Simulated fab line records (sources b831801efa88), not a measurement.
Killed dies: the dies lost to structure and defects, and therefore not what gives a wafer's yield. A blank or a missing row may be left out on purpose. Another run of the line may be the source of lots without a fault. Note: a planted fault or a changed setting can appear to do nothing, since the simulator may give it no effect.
The tool behind it: which one? + flow gf180mcu + 6 lots, 18 wafers sampled, at 3 steps of a route of 602

## WHAT THE GAUGES READ, wafer by wafer
GF_TOP_METAL_RS_MEAS_05: a four-point-probe measurement.
| lot  | measured     | on            | TOP_METAL_ALCU_RS (ohm/sq) |
|------|--------------|---------------|----------------------------|
| L177 | day 27 21:46 | film metro-03 | 0.0334 0.0332 0.0331       |
| L183 | day 29 18:53 | film metro-03 | 0.0331 0.0332 0.0329       |
| L185 | day 30 15:38 | film metro-01 | 0.0331 0.0331 0.0335       |
| L187 | day 31 01:29 | film metro-03 | 0.0329 0.0325 0.0328       |
| L195 | day 33 02:35 | film metro-01 | 0.0322 0.0325 0.0327       |
| L198 | day 33 21:08 | film metro-03 | 0.0324 0.0325 0.0325       |

## WHAT TOOL EACH LOT RAN ON (gives the tool, then ch and the chambers of the sampled wafers, and finally the start)
| lot  | GF_M3_SPUTTER_02             | GF_TOP_METAL_SPUTTER_04      |
|------|------------------------------|------------------------------|
| L177 | pvd sputter-01, day 21 01:27 | pvd sputter-03, day 27 21:43 |
| L183 | pvd sputter-03, day 23 10:04 | pvd sputter-02, day 29 18:49 |
| L185 | pvd sputter-03, day 24 07:19 | pvd sputter-04, day 30 15:32 |
| L187 | pvd sputter-03, day 24 21:26 | pvd sputter-02, day 31 01:28 |
| L195 | pvd sputter-01, day 27 10:49 | pvd sputter-02, day 33 02:34 |
| L198 | pvd sputter-01, day 28 10:59 | pvd sputter-03, day 33 21:06 |
- GF_M3_SPUTTER_02: material AlCu, target thk 450 nm, time 23.9 s.
- GF_TOP_METAL_SPUTTER_04: material TiN, target thk 25 nm, time 20.8 s.

## THE ANSWER, worked out from the rows above alone
Rule: what is usual is taken from the lots themselves. Put in order of their means at a reading, lots are off if they are a third of the lots or fewer, leave a main group of 4 or more, and stand apart from it by a gap of 3 or more times the standard deviation of the main group's means; of several such gaps the widest counts. Not used: any main group whose means are identical at the precision the tables above print for the reading. A lot without any number at a reading at which 4 lots or more have one is off too. Any other lot the step has rows for is counted as sound.
Nothing can be told from this: no lot is off at any reading shown.

## WHAT THE SIMULATOR HAD INSERTED
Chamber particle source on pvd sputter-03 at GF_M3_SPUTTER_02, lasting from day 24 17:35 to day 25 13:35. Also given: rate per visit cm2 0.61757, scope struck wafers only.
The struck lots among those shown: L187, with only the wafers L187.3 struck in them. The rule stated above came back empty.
